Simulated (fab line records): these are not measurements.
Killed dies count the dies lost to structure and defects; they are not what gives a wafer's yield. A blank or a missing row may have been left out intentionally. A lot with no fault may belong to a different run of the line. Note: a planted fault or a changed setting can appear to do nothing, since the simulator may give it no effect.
fab line records + flow sky130 + part 2 of 2: steps 28 to 40 of 40
[record]
- lots = 5
- wafers = 15
- last_day = 50
route steps=708 shown LDD_LDN@295 SPACER@304 POLY_CUT@307 SD_P@320 RES_XHIGH@332
lots that met no fault: taken from a fault-free run of the same line
start_h: hours from the record's opening day to when the first of the lot's shown wafers began + wait_h: hours elapsed since this lot's preceding step + " the same as in the row above + L1.1+2: a row that stands for several wafers + - either no value or no given start + * or withheld: withheld + < > ~ a bound
route shown NAME@n: NAME is a module with steps in the file, n the number in the route of the first one + usual: mean/standard deviation of fault-free wafers + same: alike in all rows + chamber/n: place in a boat + sites: each site's reading + _std_site: the values' standard deviation + _edge_site: the outer-site mean with the inner-site mean subtracted + radius_mm: how far each site lies from the wafer's centre + mask NAME#n: copy n + behind: the tool/chamber that last shaped the wafer + hold: cause of the lot's hold/its duration in hours/its outcome + device: names the non-switching transistor (n, p or np) + end of line: the tests these same wafers got at the end of their route + a step without rows: its recipe alone + killed: not the wafer's yield, but the dies lost to structure and defects at the first sort + map: dies across one wafer; x = killed, . = not, _ = none there
set.NAME: setting as actually run; set.NAME@STEP: the setting as run at that earlier step + model.NAME: the simulator's own value behind a step, which no gauge read
certain route steps with their lots: each step a table, each wafer a row
services: a tool's chamber out of use, with start hour (start_h, from the record's first day; less than 0 if before it), hours out, and reason
[[steps]]
[step SKY_SD_P_COAT_02]
[recipe]
- resist = NOVOLAK
- spin_rpm = 3000
- resist_thk_nm = 1140
| lot.wafer  | tool           | chamber | start_h | wait_h |
|------------|----------------|---------|---------|--------|
| L075.1+2+6 | litho_track-04 | 0       | 596.41  | 0.1    |
| L081.1+3+4 | litho_track-01 | 0       | 642.77  | 0.1    |
| L091.1+3+6 | litho_track-01 | 0       | 720.17  | 0.1    |
| L094.3+4+5 | litho_track-03 | 0       | 737.40  | 0.1    |
| L097.1+2+6 | litho_track-01 | 0       | 760.47  | 0.1    |
[step SKY_SD_P_SOFTBAKE_03]
[recipe]
- temp_c = 90
- time_s = 60
- resist = NOVOLAK
[same]
- time_s = 60
| lot.wafer  | tool           | chamber | start_h | wait_h |
|------------|----------------|---------|---------|--------|
| L075.1+2+6 | litho_track-04 | 0       | 596.56  | 0.1    |
| L081.1+3+4 | litho_track-01 | 0       | 642.92  | 0.1    |
| L091.1+3+6 | litho_track-01 | 0       | 720.32  | 0.1    |
| L094.3+4+5 | litho_track-03 | 0       | 737.55  | 0.1    |
| L097.1+2+6 | litho_track-01 | 0       | 760.62  | 0.1    |
[step SKY_SD_P_EXPOSE_04]
[recipe]
- mask_id = PSDM
- na = 0.6
- source_shape = conventional
- sigma_outer = 0.6
- polarization = unpolarized
- target_cd_nm = 380
- dose_mj = 138
| lot.wafer  | tool             | chamber | start_h | wait_h | mask   |
|------------|------------------|---------|---------|--------|--------|
| L075.1+2+6 | iline_stepper-02 | 0       | -       | -      | PSDM#0 |
| L081.1+3+4 | iline_stepper-02 | 0       | -       | -      | PSDM#0 |
| L091.1+3+6 | iline_stepper-02 | 0       | -       | -      | PSDM#0 |
| L094.3+4+5 | iline_stepper-01 | 0       | -       | -      | PSDM#0 |
| L097.1+2+6 | iline_stepper-01 | 0       | -       | -      | PSDM#0 |
[step SKY_SD_P_PEB_05]
[recipe]
- temp_c = withheld
- time_s = *
- resist = NOVOLAK
[same]
- time_s = *
| lot.wafer  | tool           | chamber | start_h | wait_h |
|------------|----------------|---------|---------|--------|
| L075.1+2+6 | litho_track-04 | 0       | -       | -      |
| L081.1+3+4 | litho_track-01 | 0       | -       | -      |
| L091.1+3+6 | litho_track-03 | 0       | -       | -      |
| L094.3+4+5 | litho_track-01 | 0       | -       | -      |
| L097.1+2+6 | litho_track-04 | 0       | -       | -      |
[step SKY_SD_P_DEVELOP_06]
[recipe]
- resist = NOVOLAK
- developer = TMAH
- develop_time_s = 60
- dev_temp_c = 22.34
| lot.wafer  | tool           | chamber | start_h | wait_h |
|------------|----------------|---------|---------|--------|
| L075.1+2+6 | litho_track-04 | 0       | 611.56  | 0.1    |
| L081.1+3+4 | litho_track-01 | 0       | 656.77  | 0.1    |
| L091.1+3+6 | litho_track-03 | 0       | 734.35  | 0.1    |
| L094.3+4+5 | litho_track-01 | 0       | 751.02  | 0.1    |
| L097.1+2+6 | litho_track-04 | 0       | 773.31  | 0.1    |
[step SKY_SD_P_CD_MEAS_07]
[recipe]
- target_cd_nm = 380
[usual]
- cd_nm = 380.6/2.8
| lot.wafer | tool      | chamber | start_h | wait_h | cd_nm |
|-----------|-----------|---------|---------|--------|-------|
| L075.1    | cd_sem-02 | -       | 611.71  | 0.1    | 377.3 |
| L075.2    | "         | -       | "       | "      | 374.4 |
| L075.6    | "         | -       | "       | "      | 375.9 |
| L081.1    | cd_sem-01 | -       | 656.92  | 0.1    | 381.1 |
| L081.3    | "         | -       | "       | "      | 380.0 |
| L081.4    | "         | -       | "       | "      | 382.1 |
| L091.1    | cd_sem-01 | -       | 734.50  | 0.1    | 375.5 |
| L091.3    | "         | -       | "       | "      | 376.5 |
| L091.6    | "         | -       | "       | "      | 377.3 |
| L094.3    | cd_sem-01 | -       | 751.16  | 0.1    | 382.1 |
| L094.4    | "         | -       | "       | "      | 379.9 |
| L094.5    | "         | -       | "       | "      | 379.3 |
| L097.1    | cd_sem-02 | -       | 773.46  | 0.1    | 384.7 |
| L097.2    | "         | -       | "       | "      | 383.7 |
| L097.6    | "         | -       | "       | "      | 382.2 |
[step SKY_SD_P_OVL_MEAS_08]
[usual]
- SD_P_OVL = -0.5/1.5
| lot.wafer | tool       | chamber | start_h | wait_h | SD_P_OVL[nm] |
|-----------|------------|---------|---------|--------|--------------|
| L075.1    | overlay-02 | -       | 611.83  | 0.1    | -1.0         |
| L075.2    | "          | -       | "       | "      | 0.4          |
| L075.6    | "          | -       | "       | "      | 1.0          |
| L081.1    | overlay-02 | -       | 657.04  | 0.1    | -0.2         |
| L081.3    | "          | -       | "       | "      | -1.4         |
| L081.4    | "          | -       | "       | "      | -1.5         |
| L091.1    | overlay-02 | -       | 734.62  | 0.1    | -1.9         |
| L091.3    | "          | -       | "       | "      | -2.9         |
| L091.6    | "          | -       | "       | "      | -1.3         |
| L094.3    | overlay-02 | -       | 751.25  | 0.1    | -0.5         |
| L094.4    | "          | -       | "       | "      | -1.4         |
| L094.5    | "          | -       | "       | "      | 0.4          |
| L097.1    | overlay-01 | -       | 773.58  | 0.1    | 1.5          |
| L097.2    | "          | -       | "       | "      | -0.6         |
| L097.6    | "          | -       | "       | "      | 1.3          |
[step SKY_SD_P_IMPLANT_09]
[recipe]
- species = BF2
- energy_kev = 20
- dose_cm2 = 3e+15
- tilt_deg = 0
[usual]
- faraday_current_uA = 11718/1400
| lot.wafer | tool         | chamber | start_h | wait_h | faraday_current_uA |
|-----------|--------------|---------|---------|--------|--------------------|
| L075.1    | implanter-04 | 0       | 611.87  | 0.0    | 11057              |
| L075.2    | "            | 0       | "       | "      | 10609              |
| L075.6    | "            | 0       | "       | "      | 11205              |
| L081.1    | implanter-03 | 0       | 657.07  | 0.0    | 11115              |
| L081.3    | "            | 0       | "       | "      | 11339              |
| L081.4    | "            | 0       | "       | "      | 10775              |
| L091.1    | implanter-03 | 0       | 734.66  | 0.0    | 10927              |
| L091.3    | "            | 0       | "       | "      | 10699              |
| L091.6    | "            | 0       | "       | "      | 10981              |
| L094.3    | implanter-04 | 0       | 751.33  | 0.1    | 10883              |
| L094.4    | "            | 0       | "       | "      | 10547              |
| L094.5    | "            | 0       | "       | "      | 10949              |
| L097.1    | implanter-03 | 0       | 773.62  | 0.0    | 11226              |
| L097.2    | "            | 0       | "       | "      | 10996              |
| L097.6    | "            | 0       | "       | "      | 11337              |
[step SKY_SD_P_STRIP_10]
[recipe]
- chemistry = O2/N2
- power_w = 1400
- pressure_mtorr = 1500
- platen_temp_c = withheld
- o2_flow_sccm = 3000
- n2_flow_sccm = 300
- overash_fraction = 0.5
[usual]
- chamber_pressure_mTorr = 1499.9/1.3
- drypump_motor_current_A = 5.6/0.45
- oes_product_au = 0.617/0.0044
- strip_time_to_endpoint_s = 17.50/0.039
| lot.wafer | tool            | chamber | start_h | wait_h | chamber_pressure_mTorr | drypump_motor_current_A | oes_product_au | rf_hours_counter_h | strip_time_to_endpoint_s |
|-----------|-----------------|---------|---------|--------|------------------------|-------------------------|----------------|--------------------|--------------------------|
| L075.1    | plasma_asher-01 | 0       | 612.02  | 0.1    | 1502.1                 | 5.3                     | 0.620          | 48                 | 17.58                    |
| L075.2    | "               | 1       | "       | "      | 1498.7                 | 6.5                     | 0.626          | 48                 | 17.57                    |
| L075.6    | "               | 0       | "       | "      | 1502.0                 | 5.3                     | 0.608          | -                  | 17.57                    |
| L081.1    | plasma_asher-02 | 0       | 657.22  | 0.1    | 1500.0                 | 5.4                     | 0.621          | 98                 | 17.52                    |
| L081.3    | "               | 1       | "       | "      | 1499.6                 | 6.0                     | 0.618          | -                  | 17.50                    |
| L081.4    | "               | 0       | "       | "      | 1499.9                 | 5.4                     | 0.616          | -                  | 17.50                    |
| L091.1    | plasma_asher-03 | 1       | 734.81  | 0.1    | 1501.0                 | 5.1                     | 0.615          | 30                 | 17.44                    |
| L091.3    | "               | 1       | "       | "      | 1502.0                 | 5.2                     | 0.621          | -                  | 17.48                    |
| L091.6    | "               | 0       | "       | "      | 1497.2                 | 5.6                     | 0.623          | -                  | 17.48                    |
| L094.3    | plasma_asher-02 | 1       | 751.46  | 0.1    | 1497.9                 | 6.0                     | 0.614          | -                  | 17.50                    |
| L094.4    | "               | 0       | "       | "      | 1498.7                 | 5.4                     | 0.623          | -                  | 17.47                    |
| L094.5    | "               | 0       | "       | "      | 1501.0                 | 5.4                     | 0.614          | -                  | 17.47                    |
| L097.1    | plasma_asher-01 | 1       | 773.77  | 0.1    | 1499.3                 | 6.5                     | 0.614          | 64                 | 17.49                    |
| L097.2    | "               | 0       | "       | "      | 1500.9                 | 5.3                     | 0.620          | 64                 | 17.49                    |
| L097.6    | "               | 1       | "       | "      | 1499.4                 | 6.5                     | 0.617          | -                  | 17.50                    |
[step SKY_SD_P_TW_MEAS_11]
[usual]
- SD_P_TW = 2840/11
| lot.wafer | tool          | chamber | start_h | wait_h | SD_P_TW |
|-----------|---------------|---------|---------|--------|---------|
| L075.1    | film_metro-01 | -       | 612.12  | 0.1    | 2833    |
| L075.2    | "             | -       | "       | "      | 2839    |
| L075.6    | "             | -       | "       | "      | 2847    |
| L081.1    | film_metro-02 | -       | 657.32  | 0.1    | 2844    |
| L081.3    | "             | -       | "       | "      | 2844    |
| L081.4    | "             | -       | "       | "      | 2839    |
| L091.1    | film_metro-02 | -       | 734.91  | 0.1    | 2836    |
| L091.3    | "             | -       | "       | "      | 2843    |
| L091.6    | "             | -       | "       | "      | 2832    |
| L094.3    | film_metro-02 | -       | 751.55  | 0.1    | 2847    |
| L094.4    | "             | -       | "       | "      | 2838    |
| L094.5    | "             | -       | "       | "      | 2842    |
| L097.1    | film_metro-02 | -       | 773.87  | 0.1    | 2863    |
| L097.2    | "             | -       | "       | "      | 2842    |
| L097.6    | "             | -       | "       | "      | 2845    |
[step SKY_RES_XHIGH_DEHYDRATE_00]
[recipe]
- temp_c = 200
- time_s = 60
[same]
- time_s = 60
| lot.wafer  | tool           | chamber | start_h | wait_h |
|------------|----------------|---------|---------|--------|
| L075.1+2+6 | litho_track-01 | 0       | 625.27  | 13.1   |
| L081.1+3+4 | litho_track-01 | 0       | 670.87  | 13.5   |
| L091.1+3+6 | litho_track-01 | 0       | 747.12  | 12.2   |
| L094.3+4+5 | litho_track-03 | 0       | 764.65  | 13.1   |
| L097.1+2+6 | litho_track-03 | 0       | 786.75  | 12.9   |
[step SKY_RES_XHIGH_HMDS_01]
[recipe]
- prime_time_s = 60
- prime_temp_c = 120
| lot.wafer  | tool           | chamber | start_h | wait_h |
|------------|----------------|---------|---------|--------|
| L075.1+2+6 | litho_track-01 | 0       | 625.42  | 0.1    |
| L081.1+3+4 | litho_track-01 | 0       | 671.02  | 0.1    |
| L091.1+3+6 | litho_track-01 | 0       | 747.27  | 0.1    |
| L094.3+4+5 | litho_track-03 | 0       | 764.80  | 0.1    |
| L097.1+2+6 | litho_track-03 | 0       | 786.90  | 0.1    |
[step SKY_RES_XHIGH_COAT_02]
[recipe]
- resist = NOVOLAK
- spin_rpm = 3000
- resist_thk_nm = 1140
| lot.wafer  | tool           | chamber | start_h | wait_h |
|------------|----------------|---------|---------|--------|
| L075.1+2+6 | litho_track-01 | 0       | 625.57  | 0.1    |
| L081.1+3+4 | litho_track-01 | 0       | 671.17  | 0.1    |
| L091.1+3+6 | litho_track-01 | 0       | 747.42  | 0.1    |
| L094.3+4+5 | litho_track-03 | 0       | 764.95  | 0.1    |
| L097.1+2+6 | litho_track-03 | 0       | 787.05  | 0.1    |
[[services]]
| tool             | chamber | start_h | hours | kind   |
|------------------|---------|---------|-------|--------|
| iline_stepper-02 | -       | 526.04  | 9.7   | repair |
| rie_diel-03      | 1       | 531.10  | 5.1   | repair |
| rie_diel-02      | 1       | 534.46  | 19.1  | repair |
| rie_diel-03      | 0       | 534.78  | 5.8   | repair |
| implanter-03     | -       | 546.38  | 0.9   | repair |
| rie_diel-02      | 0       | 553.19  | 2.7   | repair |
| implanter-01     | -       | 570.87  | 5.2   | repair |
| implanter-04     | -       | 574.46  | 1.0   | repair |
| implanter-01     | -       | 577.88  | 3.2   | pm     |
| rie_diel-03      | -       | 585.31  | 2.8   | pm     |
| plasma_asher-02  | -       | 620.27  | 6.6   | repair |
| plasma_asher-02  | -       | 621.19  | 0.5   | repair |
| rie_diel-03      | -       | 621.55  | 0.7   | repair |
| rie_diel-03      | -       | 671.42  | 3.3   | repair |
| rie_diel-03      | -       | 678.38  | 0.2   | repair |
| plasma_asher-01  | -       | 690.99  | 0.4   | repair |
| implanter-04     | -       | 716.88  | 1.9   | repair |
| implanter-01     | -       | 728.02  | 20.8  | pm     |
| plasma_asher-02  | -       | 733.75  | 9.0   | pm     |
| rie_diel-02      | 1       | 740.17  | 2.5   | repair |
| rie_diel-03      | 0       | 758.07  | 11.0  | repair |
| implanter-01     | -       | 766.93  | 1.7   | repair |
| implanter-01     | -       | 783.25  | 2.8   | repair |
| plasma_asher-01  | -       | 785.34  | 11.6  | repair |
